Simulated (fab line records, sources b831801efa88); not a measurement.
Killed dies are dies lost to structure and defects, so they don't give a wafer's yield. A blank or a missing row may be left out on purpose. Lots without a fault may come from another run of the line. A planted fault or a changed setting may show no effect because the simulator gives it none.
Which tool did it? | flow sky130 | 15 lots, 45 wafers sampled, at 1 step of a route of 708

WHAT THE GAUGES READ, wafer by wafer
SKY_METAL3_OVL_MEAS_14.
lot  | measured     | on         | METAL3_OVL (nm)
L738 | day 38 14:17 | overlay-01 | -6 6 -7
L739 | day 38 14:29 | overlay-01 | -3 -4 -8
L740 | day 39 00:28 | overlay-02 | -5 0 -4
L743 | day 40 14:08 | overlay-02 | 5 3 -3
L744 | day 40 17:01 | overlay-02 | 3 2 3
L745 | day 41 01:20 | overlay-02 | 9 9 4
L746 | day 41 12:58 | overlay-01 | 0 -1 -1
L747 | day 41 20:08 | overlay-02 | 3 8 6
L748 | day 41 20:29 | overlay-02 | 4 -4 12
L750 | day 42 17:05 | overlay-01 | 4 6 11
L751 | day 42 17:14 | overlay-02 | -2 0 7
L753 | day 43 00:17 | overlay-02 | -14 -17 -8
L755 | day 43 16:14 | overlay-01 | 13 4 9
L756 | day 43 19:55 | overlay-01 | -4 -6 -1
L757 | day 43 21:59 | overlay-01 | 4 4 6

WHICH TOOL RAN EACH LOT (tool, then ch and the chambers of the sampled wafers, then the start)
The record holds no process step before these readings.

WHAT THE TOOLS THEMSELVES READ (means of the sampled wafers that have a number; where no wafer has one, the mark that the record gives instead)
The record holds no such reading with a usual standard deviation.

THE ANSWER, worked out from the rows above alone
Rule: what is usual is taken from the lots themselves. Put in order of their means at a reading, lots are off if they are a third of the lots or fewer, leave a main group of 4 or more, and stand apart from it by a gap of 3 or more times the standard deviation of the main group's means; of several such gaps the widest counts. A main group whose means are all the same, to the digits that the tables above print for the reading, isn't used. A lot without any number at a reading at which 4 lots or more have one is off too. The other lots that the step has rows for count as sound. The gauges are gone through in route order, then the tools' own readings, and for those a lot's mean is taken as printed above. The first step at which some lot is off is used, and at that step the reading that is off furthest; a lot without a number counts as furthest.
No lot is off at any reading shown: from this, nothing can be told.

WHAT THE SIMULATOR HAD PUT IN
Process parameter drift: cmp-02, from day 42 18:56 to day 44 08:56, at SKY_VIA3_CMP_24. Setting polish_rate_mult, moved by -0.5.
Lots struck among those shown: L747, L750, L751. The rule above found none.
